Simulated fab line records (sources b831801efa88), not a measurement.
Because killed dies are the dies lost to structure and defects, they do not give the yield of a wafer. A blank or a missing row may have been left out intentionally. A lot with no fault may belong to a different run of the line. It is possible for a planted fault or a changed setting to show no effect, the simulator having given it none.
Which of the tools did it?    flow sfq-line    14 lots with 42 wafers sampled at 2 steps, on a route of 325 steps

WHAT EACH GAUGE READ, for each wafer
SFQ_I0_BOW_MEAS_907.
lot   measured      on             I0_BOW (um)
L738  day 13 01:07  film-metro-01  -10 4 -2
L741  day 14 11:49  film-metro-01  -10 -2 3
L742  day 15 00:52  film-metro-02  2 6 -5
L743  day 15 10:26  film-metro-02  6 11 6
L746  day 16 09:25  film-metro-03  11 3 6
L747  day 16 16:46  film-metro-02  9 -1 -8
L748  day 17 01:08  film-metro-02  3 3 -9
L749  day 17 06:16  film-metro-02  7 -2 4
L750  day 17 09:34  film-metro-01  0 2 -2 - - -
L751  day 17 14:22  film-metro-02  5 0 -13 - - -
L752  day 17 19:10  film-metro-01  6 1 9
L753  day 18 04:53  film-metro-01  -14 -10 -17
L757  day 19 09:45  film-metro-01  0 8 9
L761  day 20 20:29  film-metro-02  6 4 5

TOOL THAT RAN EACH LOT (tool first, then ch and the chambers of the sampled wafers, then the start)
lot   SFQ_TRILAYER_I0_CMP_CMP_028
L738  cmp-02 ch 0,1,3, day 12 22:37
L741  cmp-01 ch 0,1,3, day 14 08:48
L742  cmp-02 ch 0,3, day 14 21:50
L743  cmp-02 ch 1,2,3, day 15 07:26
L746  cmp-01 ch 1,2,3, day 16 06:25
L747  cmp-02 ch 1,2,3, day 16 14:43
L748  cmp-01 ch 0,3, day 16 22:38
L749  cmp-02 ch 0,1,3, day 17 03:43
L750  cmp-02 ch 0,2, day 17 07:04
L751  cmp-02 ch 2,3, day 17 11:52
L752  cmp-01 ch 0,3, day 17 16:10
L753  cmp-01 ch 0,1,2, day 18 01:52
L757  cmp-01 ch 0,2,3, day 19 06:43
L761  cmp-01 ch 2,3, day 20 17:59
- SFQ_TRILAYER_I0_CMP_CMP_028: polishes SiO2.

AS READ BY THE TOOLS THEMSELVES (means over the sampled wafers that have a number; for cases with no such wafer, the mark the record gives instead)
SFQ_TRILAYER_I0_CMP_CMP_028.
lot   tool    head-pressure-psi (psi)  motor-current-A (A)  time-to-endpoint-s (s)
L738  cmp-02  3.003                    11.0                 218
L741  cmp-01  3.005                    10.6                 214
L742  cmp-02  3.000                    10.7                 219
L743  cmp-02  3.007                    10.5                 216
L746  cmp-01  3.000                    10.3                 199
L747  cmp-02  3.004                    10.7                 209
L748  cmp-01  3.000                    10.0                 208
L749  cmp-02  3.001                    11.0                 208
L750  cmp-02  3.001                    10.4                 228
L751  cmp-02  2.998                    11.1                 225
L752  cmp-01  2.999                    10.2                 213
L753  cmp-01  2.999                    10.3                 212
L757  cmp-01  3.000                    9.9                  222
L761  cmp-01  3.010                    9.4                  212

THE ANSWER, worked out from the rows above alone
Rule: the usual values come from the lots themselves. The widest of any qualifying gaps counts: lots, ordered by their means at a reading, are off when they make up no more than a third of the lots, leave a main group of 4 or more, and stand apart from it by 3 or more times the standard deviation of that group's means. A main group is skipped when, at the precision printed for the reading in the tables above, its means are all equal. Also off: a lot with no number at a reading for which 4 or more lots have one. The other lots that the step has rows for count as sound. First the gauges in route order, then the tools' own readings, where a lot's mean is used as printed above. The first step at which some lot is off is used, and at that step the reading that is off furthest; a lot without a number counts as furthest.
None of the lots is off at any reading shown; this tells nothing.

WHAT THE SIMULATOR HAD PUT IN
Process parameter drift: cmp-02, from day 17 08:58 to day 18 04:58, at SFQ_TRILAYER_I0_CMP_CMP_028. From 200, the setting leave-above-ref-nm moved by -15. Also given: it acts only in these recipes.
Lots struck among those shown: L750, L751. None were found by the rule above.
